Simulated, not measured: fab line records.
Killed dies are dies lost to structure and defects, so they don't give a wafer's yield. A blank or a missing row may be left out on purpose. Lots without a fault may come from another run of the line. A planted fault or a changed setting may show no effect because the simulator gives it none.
8D (eight disciplines) problem report, filled in by code -- flow gf180mcu -- the parts of the form that need people (team, actions taken, sign-off) are left out

== 1. THE ISSUE ==
tilt deg at GF_MVSD_IMPLANT_09 reads a mean of 6.235 degrees on 6 wafers of 2 lots; wafers without a fault read 0.003 degrees with a standard deviation of 0.019. That is +99 or more standard deviations from the usual mean.
The first sign was on wafer L522.2 at day 7 16:58, on implanter-02. The record has a number at this step for 18 wafers belonging to 6 lots. The rule behind "out" and "out of limits": a value lying over 4 standard deviations away from the usual mean. The other wafers with a number count as sound.

== 2. WHAT IT IS, AND WHAT IT ISN'T ==
question,is,is not
which readings at this step,tilt deg,-
which lots,"L522, L526","L513, L514, L523, L530"
which wafers of those lots,all that have a number,-
read on which tools,implanter-02,implanter-04
when,from day 7 16:58,"up to then (6 sound wafers); but 6 sound wafers of L523, L530 came after"

== 3. WHAT RULES OUT EACH SUSPECT ==
Counting: a tool at any process step up to the reading remains a suspect when it ran all the lots that are out and ran no sound lot after the first of those.
- implanter-02 at GF_MVSD_IMPLANT_09: kept. It processed each lot that is out, first L522 at day 7 16:58, and no sound lot thereafter; up to then, the last sound lot it processed was L514 at day 5 15:36. On those wafers its own readings are out: tilt deg.
Remaining after the count: implanter-02 at GF_MVSD_IMPLANT_09.

== 4. THE CAUSE (what the simulator had put in) ==
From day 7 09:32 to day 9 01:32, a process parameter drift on implanter-02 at GF_MVSD_IMPLANT_09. Setting tilt deg, moved by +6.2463, from 0. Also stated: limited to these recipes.
Counting left only this tool.

== 5. THE EFFECT CHAIN, in route order ==
Each row: a reading where the mean over the struck wafers with a number is more than 3 standard deviations away from the usual. Scope: only readings with a usual standard deviation given in the record; hours: median across lots of the time from each lot's start at the first step in this table that gives one to its start at this step; sigmas: change in usual standard deviations.
hours,step,reading,usual,on struck wafers,change,sigmas
0,GF_MVSD_IMPLANT_09,tilt deg,0.003 degrees,6.235,+6.232,+99 or more
It contains these process steps:
- GF_MVSD_IMPLANT_09

== 6. WHAT WOULD HAVE CAUGHT IT SOONER ==
First out-of-limits reading in this record: day 7 16:58, which is 7 hours after fault onset at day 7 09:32.
